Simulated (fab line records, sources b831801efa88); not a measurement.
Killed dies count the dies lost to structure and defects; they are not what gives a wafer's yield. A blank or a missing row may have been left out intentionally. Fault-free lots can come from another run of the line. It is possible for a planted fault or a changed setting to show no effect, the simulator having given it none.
Which of the tools did it? + flow sfq_line + 14 lots (41 wafers sampled), 1 step of a 325-step route

## WHAT EACH GAUGE READ, for each wafer
No reading from a measuring or inspecting step in the record can be judged against a usual standard deviation.

## WHICH TOOL RAN EACH LOT (tool, then ch and the chambers of the sampled wafers, then the start)
| lot  | SFQ_TRILAYER_M6_LITHO_PEB_162     |
|------|-----------------------------------|
| L125 | litho_track-03 ch 0, day 62 05:56 |
| L126 | litho_track-04 ch 0, day 62 07:06 |
| L128 | litho_track-03 ch 0, day 62 13:08 |
| L129 | litho_track-01 ch 0, day 62 14:18 |
| L133 | litho_track-01 ch 0, day 73 03:07 |
| L136 | litho_track-04 ch 0, day 73 06:40 |
| L137 | litho_track-01 ch 0, day 73 07:52 |
| L139 | litho_track-04 ch 0, day 74 22:23 |
| L141 | litho_track-01 ch 0, day 77 20:55 |
| L143 | litho_track-04 ch 0, day 78 17:31 |
| L144 | litho_track-01 ch 0, day 78 18:45 |
| L145 | litho_track-04 ch 0, day 78 22:19 |
| L146 | litho_track-01 ch 0, day 79 01:57 |
| L147 | litho_track-01 ch 0, day 84 09:10 |
- SFQ_TRILAYER_M6_LITHO_PEB_162: peb time 60 s.

## WHAT THE TOOLS THEMSELVES READ (means of the sampled wafers that have a number; where no wafer has one, the mark that the record gives instead)
SFQ_TRILAYER_M6_LITHO_PEB_162.
| lot  | tool           | heater_power_total_W (W) | plate_temp_C (C) |
|------|----------------|--------------------------|------------------|
| L125 | litho_track-03 | 79.16                    | 115.12           |
| L126 | litho_track-04 | 79.10                    | 114.97           |
| L128 | litho_track-03 | 79.13                    | 115.06           |
| L129 | litho_track-01 | 79.15                    | 114.84           |
| L133 | litho_track-01 | 80.94                    | 117.15           |
| L136 | litho_track-04 | 79.18                    | 114.99           |
| L137 | litho_track-01 | 80.80                    | 116.98           |
| L139 | litho_track-04 | 79.11                    | 115.03           |
| L141 | litho_track-01 | 79.09                    | 115.06           |
| L143 | litho_track-04 | 79.21                    | 115.03           |
| L144 | litho_track-01 | 79.16                    | 115.06           |
| L145 | litho_track-04 | 79.16                    | 115.20           |
| L146 | litho_track-01 | 79.18                    | 114.97           |
| L147 | litho_track-01 | 79.18                    | 115.06           |

## THE ANSWER, worked out from the rows above alone
Rule: what is usual is taken from the lots themselves. Put in order of their means at a reading, lots are off if they are a third of the lots or fewer, leave a main group of 4 or more, and stand apart from it by a gap of 3 or more times the standard deviation of the main group's means; of several such gaps the widest counts. If all means in a main group match to the digits the tables above print for the reading, that group is not used. A lot without any number at a reading at which 4 lots or more have one is off too. All remaining lots with rows at the step are treated as sound. After the gauges, taken in route order, come the tools' own readings; for these a lot's mean is taken, as printed above. The first step at which some lot is off is used, and at that step the reading that is off furthest; a lot without a number counts as furthest.
Off: L133, L137, at SFQ_TRILAYER_M6_LITHO_PEB_162 (heater_power_total_W). The main group: mean 79.15 W, standard deviation 0.035.
If a tool, at that step or one of the process steps before it, ran each lot that is off and ran no sound lot following the first of them, it fits. None of those tried fits.

## WHAT WAS PUT IN BY THE SIMULATOR
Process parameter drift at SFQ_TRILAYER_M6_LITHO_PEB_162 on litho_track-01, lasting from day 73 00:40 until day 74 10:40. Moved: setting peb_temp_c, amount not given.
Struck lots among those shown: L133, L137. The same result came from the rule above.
